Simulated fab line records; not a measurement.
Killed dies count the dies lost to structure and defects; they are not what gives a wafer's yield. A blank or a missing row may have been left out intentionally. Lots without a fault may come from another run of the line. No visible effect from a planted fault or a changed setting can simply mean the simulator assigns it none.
fab line records	flow sky130
record: lots: 13	wafers: 39	last-day: 50
route steps=708 shown VT_ADJUST_LVTN@115 SONOS_ONO@169 PAD_OPEN@708
lots that met no fault: from a run of the same line without faults
start-h: the number of hours between the record's first day and the start of the first shown wafer of the lot	wait-h: hours since the lot's step before	" repeats the value in the row above	L1.1+2: several wafers, shown together as one row	- no value present, or no start provided	* or withheld: withheld	< > ~ a bound
route shown NAME@n: names a module that has steps shown in the file, with the first one's number in the route	usual: average and standard deviation across the fault-free wafers	same: alike in all rows	chamber/n: place in a boat	sites: each site's reading	_std_site: the values' standard deviation	_edge_site: outer sites' mean less inner sites'	radius-mm: for every site, how far away it sits from the centre of the wafer	mask NAME#n: copy n	behind: the most recent tool/chamber to have shaped the wafer	hold: what put the lot on hold/how long, in hours/how the hold closed	device: the n, p or np transistor that did not switch	end of line: tests of these same wafers at the route's end	a step with no rows: only its recipe	killed: dies lost to structure and defects at the first sort, not the wafer's yield	map: per-die view of a wafer (x killed, . not killed, _ where there is no die)
set.NAME: setting as actually run; set.NAME@STEP: the setting as run at that earlier step	model.NAME: the simulator's own value behind a step, which no gauge read
route steps across a sampled set of lots; one table per step, one row per wafer
services: when a tool's chamber went out of use (start-h, in hours from the record's first day, below 0 if earlier), for how many hours, and the reason
== steps ==
step: SKY_VT_ADJUST_LVTN_OVL_MEAS_18
usual: VT_ADJUST_LVTN_01_OVL: 0.6/1.4
lot.wafer	tool	chamber	start-h	wait-h	VT_ADJUST_LVTN_01_OVL[nm]
L949.2	overlay-01	-	158.19	0.1	0.8
L949.3	"	-	"	"	1.2
L949.5	"	-	"	"	-2.0
L950.1	overlay-02	-	179.41	0.1	0.8
L950.5	"	-	"	"	0.7
L950.6	"	-	"	"	0.7
L951.1	overlay-01	-	179.71	0.1	0.7
L951.2	"	-	"	"	1.5
L951.4	"	-	"	"	-0.2
L956.2	overlay-01	-	213.16	0.1	0.7
L956.4	"	-	"	"	1.5
L956.5	"	-	"	"	0.4
L959.1	overlay-02	-	230.32	0.1	1.9
L959.3	"	-	"	"	1.6
L959.4	"	-	"	"	0.1
L960.3	overlay-02	-	243.97	0.1	-0.4
L960.5	"	-	"	"	-1.1
L960.6	"	-	"	"	0.4
L964.1	overlay-02	-	260.44	0.1	-1.3
L964.2	"	-	"	"	-1.8
L964.3	"	-	"	"	-0.1
L965.1	overlay-02	-	276.47	0.1	1.3
L965.4	"	-	"	"	0.2
L965.6	"	-	"	"	1.6
L966.1	overlay-02	-	279.71	0.1	-0.2
L966.2	"	-	"	"	1.7
L966.6	"	-	"	"	-0.3
L968.1	overlay-01	-	301.81	0.1	1.7
L968.3	"	-	"	"	0.0
L968.6	"	-	"	"	0.6
L970.1	overlay-02	-	303.42	0.1	-0.3
L970.4	"	-	"	"	1.9
L970.6	"	-	"	"	-0.1
L969.1	overlay-01	-	313.01	0.1	0.8
L969.3	"	-	"	"	1.7
L969.5	"	-	"	"	0.7
L972.2	overlay-02	-	323.68	0.1	1.2
L972.3	"	-	"	"	1.1
L972.4	"	-	"	"	1.6
step: SKY_SONOS_ONO_THK_MEAS_01
recipe: reads: SiO2_of_SONOS_ONO_OXIDATION_00
usual: SONOS_ONO_OXIDATION_THK: 2.57/0.056
lot.wafer	tool	chamber	start-h	wait-h	SONOS_ONO_OXIDATION_THK[nm]
L949.2	film-metro-03	-	247.00	0.0	2.59
L949.3	"	-	"	"	2.56
L949.5	"	-	"	"	2.47
L950.1	film-metro-03	-	271.44	0.0	2.69
L950.5	"	-	"	"	2.61
L950.6	"	-	"	"	2.64
L951.1	film-metro-03	-	272.79	0.0	2.64
L951.2	"	-	"	"	2.53
L951.4	"	-	"	"	2.54
L956.2	film-metro-03	-	311.14	0.0	2.50
L956.4	"	-	"	"	2.51
L956.5	"	-	"	"	2.46
L959.1	film-metro-04	-	330.55	0.0	2.55
L959.3	"	-	"	"	2.60
L959.4	"	-	"	"	2.52
L960.3	film-metro-02	-	350.93	0.0	2.62
L960.5	"	-	"	"	2.61
L960.6	"	-	"	"	2.64
L964.1	film-metro-04	-	369.32	0.0	2.50
L964.2	"	-	"	"	2.52
L964.3	"	-	"	"	2.53
L965.1	film-metro-02	-	385.18	0.0	2.64
L965.4	"	-	"	"	2.54
L965.6	"	-	"	"	2.57
L966.1	film-metro-03	-	389.44	0.0	2.58
L966.2	"	-	"	"	2.68
L966.6	"	-	"	"	2.59
L968.1	film-metro-04	-	416.02	0.0	2.56
L968.3	"	-	"	"	2.55
L968.6	"	-	"	"	2.57
L970.1	film-metro-02	-	416.18	0.0	2.56
L970.4	"	-	"	"	2.65
L970.6	"	-	"	"	2.56
L969.1	film-metro-03	-	428.81	0.0	2.64
L969.3	"	-	"	"	2.54
L969.5	"	-	"	"	2.57
L972.2	film-metro-03	-	440.62	0.0	2.56
L972.3	"	-	"	"	2.55
L972.4	"	-	"	"	2.58
step: SKY_SONOS_ONO_CD_MEAS_13
recipe: target-cd-nm: 410
usual: cd-nm: 409.6/2.1
lot.wafer	tool	chamber	start-h	wait-h	cd-nm
L949.2	cd-sem-01	-	273.85	0.1	407.2
L949.3	"	-	"	"	408.8
L949.5	"	-	"	"	409.9
L950.1	cd-sem-01	-	299.66	0.1	409.8
L950.5	"	-	"	"	409.6
L950.6	"	-	"	"	409.4
L951.1	cd-sem-02	-	299.87	0.1	409.2
L951.2	"	-	"	"	407.8
L951.4	"	-	"	"	408.2
L956.2	cd-sem-01	-	341.68	0.1	411.2
L956.4	"	-	"	"	413.9
L956.5	"	-	"	"	414.5
L959.1	cd-sem-02	-	362.07	0.1	408.8
L959.3	"	-	"	"	407.9
L959.4	"	-	"	"	410.2
L960.3	cd-sem-02	-	380.50	0.1	407.6
L960.5	"	-	"	"	407.0
L960.6	"	-	"	"	405.4
L964.1	cd-sem-01	-	402.10	0.1	410.5
L964.2	"	-	"	"	411.2
L964.3	"	-	"	"	410.2
L965.1	cd-sem-01	-	415.80	0.1	411.6
L965.4	"	-	"	"	409.5
L965.6	"	-	"	"	409.3
L966.1	cd-sem-02	-	420.92	0.1	406.6
L966.2	"	-	"	"	408.4
L966.6	"	-	"	"	409.0
L968.1	cd-sem-01	-	448.83	0.1	408.2
L968.3	"	-	"	"	408.8
L968.6	"	-	"	"	410.4
L970.1	cd-sem-01	-	450.53	0.1	407.3
L970.4	"	-	"	"	404.7
L970.6	"	-	"	"	407.1
L969.1	cd-sem-01	-	461.42	0.1	409.8
L969.3	"	-	"	"	403.5
L969.5	"	-	"	"	405.9
L972.2	cd-sem-01	-	473.02	0.1	407.1
L972.3	"	-	"	"	405.3
L972.4	"	-	"	"	406.2
step: SKY_SONOS_ONO_STRIP_17
recipe: chemistry: O2/N2	power-w: 1400	pressure-mtorr: 1500	platen-temp-c: withheld	o2-flow-sccm: 3000	n2-flow-sccm: 300	overash-fraction: 0.5
usual: drypump-motor-current-A: 5.6/0.41	oes-product-au: 0.710/0.0043	strip-time-to-endpoint-s: 14.11/0.036
lot.wafer	tool	chamber	start-h	wait-h	drypump-motor-current-A	oes-product-au	rf-hours-counter-h	strip-time-to-endpoint-s
L949.2	plasma-asher-01	0	274.10	0.0	5.3	0.703	49	14.08
L949.3	"	0	"	"	5.3	0.712	-	14.11
L949.5	"	1	"	"	6.3	0.697	-	14.09
L950.1	plasma-asher-04	0	299.92	0.0	5.8	0.715	64	14.04
L950.5	"	0	"	"	5.8	0.712	-	14.03
L950.6	"	1	"	"	5.1	0.708	-	14.09
L951.1	plasma-asher-02	1	300.14	0.0	5.3	0.704	18	14.12
L951.2	"	0	"	"	5.9	0.705	18	14.11
L951.4	"	1	"	"	5.3	0.712	-	14.13
L956.2	plasma-asher-04	1	341.92	0.0	5.1	0.714	69	14.10
L956.4	"	1	"	"	5.1	0.706	-	14.08
L956.5	"	0	"	"	5.8	0.717	-	14.14
L959.1	plasma-asher-02	1	362.34	0.0	5.3	0.706	21	14.12
L959.3	"	1	"	"	5.3	0.712	-	14.09
L959.4	"	0	"	"	5.9	0.711	-	14.10
L960.3	plasma-asher-04	1	380.75	0.0	5.1	0.913	-	-
L960.5	"	0	"	"	5.8	0.898	-	-
L960.6	"	1	"	"	5.1	0.906	-	-
L964.1	plasma-asher-01	1	402.37	0.0	6.3	0.705	61	14.15
L964.2	"	0	"	"	5.3	0.718	61	14.08
L964.3	"	0	"	"	5.3	0.714	-	14.07
L965.1	plasma-asher-02	1	416.07	0.0	5.4	0.710	25	14.12
L965.4	"	0	"	"	5.9	0.717	-	14.15
L965.6	"	0	"	"	5.9	0.703	-	14.09
L966.1	plasma-asher-02	0	421.19	0.0	5.9	0.707	26	14.10
L966.2	"	1	"	"	5.3	0.709	26	14.07
L966.6	"	0	"	"	5.9	0.705	-	14.10
L968.1	plasma-asher-02	1	449.09	0.0	5.4	0.714	29	14.12
L968.3	"	0	"	"	5.9	0.712	-	14.10
L968.6	"	0	"	"	5.9	0.710	-	14.17
L970.1	plasma-asher-01	0	450.79	0.0	5.3	0.710	2	14.18
L970.4	"	0	"	"	5.3	0.708	-	14.19
L970.6	"	0	"	"	5.3	0.709	-	14.16
L969.1	plasma-asher-02	0	461.69	0.0	5.9	0.707	30	14.13
L969.3	"	0	"	"	5.9	0.710	-	14.07
L969.5	"	0	"	"	5.9	0.710	-	14.13
L972.2	plasma-asher-01	0	473.27	0.0	5.3	0.711	4	14.03
L972.3	"	0	"	"	5.3	0.706	-	14.01
L972.4	"	1	"	"	6.3	0.711	-	14.06
step: SKY_PAD_OPEN_PROBE_99
usual: killed_at_M0_to_M3: 44/7.3	killed_at_M4_up: 3.5/1.8	killed-at-contacts: 24/5.8	killed-at-front-end: 16/4.3	killed-at-other: 0.5/0.68	killed-dies: 88/9.4	killed-on-rim: 17/3.7	killed-open: 48/6.8	killed-short: 40/6.1
same: gross-dies: 492	killed-at-back-side: 0
lot.wafer	tool	chamber	start-h	wait-h	killed_at_M0_to_M3	killed_at_M4_up	killed-at-contacts	killed-at-front-end	killed-at-other	killed-dies	killed-on-rim	killed-open	killed-short
L960.3	prober-01	-	1146.56	0.2	50	8	16	418	0	492	96	56	35
L960.5	prober-01	-	1146.66	0.2	48	2	16	425	1	492	96	45	35
L960.6	prober-01	-	1146.71	0.2	57	2	18	413	2	492	96	50	44
L970.1	prober-02	-	1187.72	0.1	57	5	26	13	0	101	21	65	36
L970.4	prober-02	-	1187.87	0.2	47	4	24	22	0	97	19	56	41
L970.6	prober-02	-	1187.97	0.2	37	3	20	14	0	74	13	47	27
killed by level:class
L960.3 GATE_OXIDE:area-oxidation=400 VIA2:geometric-particle:open=10 VIA1:geometric-particle:open=9 CONTACT:geometric-particle:open=8 VIA3:geometric-particle:open=7 VIA1:geometric-particle:short=6 FIELD_ISO:geometric-particle:open=5 POLY_GATE:geometric-particle:short=4
L960.5 GATE_OXIDE:area-oxidation=410 METAL1:geometric-particle:short=14 VIA3:geometric-particle:open=8 VIA2:geometric-particle:open=7 CONTACT:geometric-particle:open=6 FIELD_ISO:geometric-particle:open=5 VIA1:geometric-particle:short=5 CONTACT:geometric-particle:short=4
L960.6 GATE_OXIDE:area-oxidation=396 VIA1:geometric-particle:open=15 METAL1:geometric-particle:short=8 CONTACT:geometric-particle:open=7 VIA2:geometric-particle:open=7 VIA1:geometric-particle:short=6 LI_CONTACT:geometric-particle:open=6 METAL2:geometric-particle:short=6
L970.1 CONTACT:geometric-particle:open=11 VIA1:geometric-particle:open=11 VIA1:geometric-particle:short=10 VIA3:geometric-particle:open=10 LI_CONTACT:geometric-particle:open=8 VIA2:geometric-particle:open=8 POLY_GATE:geometric-particle:open=6 VIA2:geometric-particle:short=6
L970.4 VIA1:geometric-particle:open=10 FIELD_ISO:geometric-particle:open=8 CONTACT:geometric-particle:open=8 VIA2:geometric-particle:open=8 LI_CONTACT:geometric-particle:open=6 METAL2:geometric-particle:short=6 VIA3:geometric-particle:open=6 POLY_GATE:geometric-particle:short=4
L970.6 CONTACT:geometric-particle:open=10 VIA1:geometric-particle:open=10 LI_CONTACT:geometric-particle:open=6 FIELD_ISO:geometric-particle:short=5 METAL3:geometric-particle:short=4 METAL1:geometric-particle:short=4 VIA1:geometric-particle:short=4 VIA2:geometric-particle:open=4
== services ==
tool	chamber	start-h	hours	kind
plasma-asher-04	-	292.24	2.8	repair
plasma-asher-02	-	326.86	28.1	pm
plasma-asher-01	-	349.52	7.0	repair
plasma-asher-02	-	373.87	12.6	repair
plasma-asher-04	-	381.32	0.6	repair
plasma-asher-04	-	391.98	3.4	repair
plasma-asher-01	-	421.25	9.0	pm
plasma-asher-01	0	421.25	9.0	vent-cycle
plasma-asher-01	1	421.25	9.0	vent-cycle
plasma-asher-01	0	430.25	-	clean
plasma-asher-01	1	430.25	-	clean
== key ==
first-sign: step: SKY_SONOS_ONO_STRIP_17	reading: oes-product-au	direction: up	sigmas: 45	usual: 0.710	struck: 0.906
effect: step: SKY_PAD_OPEN_PROBE_99	reading: killed-at-front-end	direction: up	sigmas: 94	usual: 16	struck: 419
more-kills-born-at: SKY_GATE_OXIDE_OXIDATION_01@furnace-01: 1206
met-at SKY_SONOS_ONO_STRIP_17
struck-lots L960
later-rows-left-out L960.3,L960.5,L960.6
tester-left-out L960
not-acting-at SKY_VT_ADJUST_LVTN_OVL_MEAS_18,SKY_SONOS_ONO_THK_MEAS_01,SKY_SONOS_ONO_CD_MEAS_13
onset-between 341.92 380.75
fault: kind: strip-aborted	tool: plasma-asher-04	chamber: -	onset-h: 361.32	steps: SKY_SONOS_ONO_STRIP_17	offset: 0.75623	end-h: 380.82
tester-left-out: of these lots the tester's yield and bins aren't shown, on N5 and GAA mostly nor the transistor test; their killed dies are dies lost to structure and defects alone, not to doping, threshold or leakage, so they don't give the yield
later-rows-left-out: the simulator's readings of these wafers behind a module that went badly wrong aren't trusted and aren't shown, but for the sort
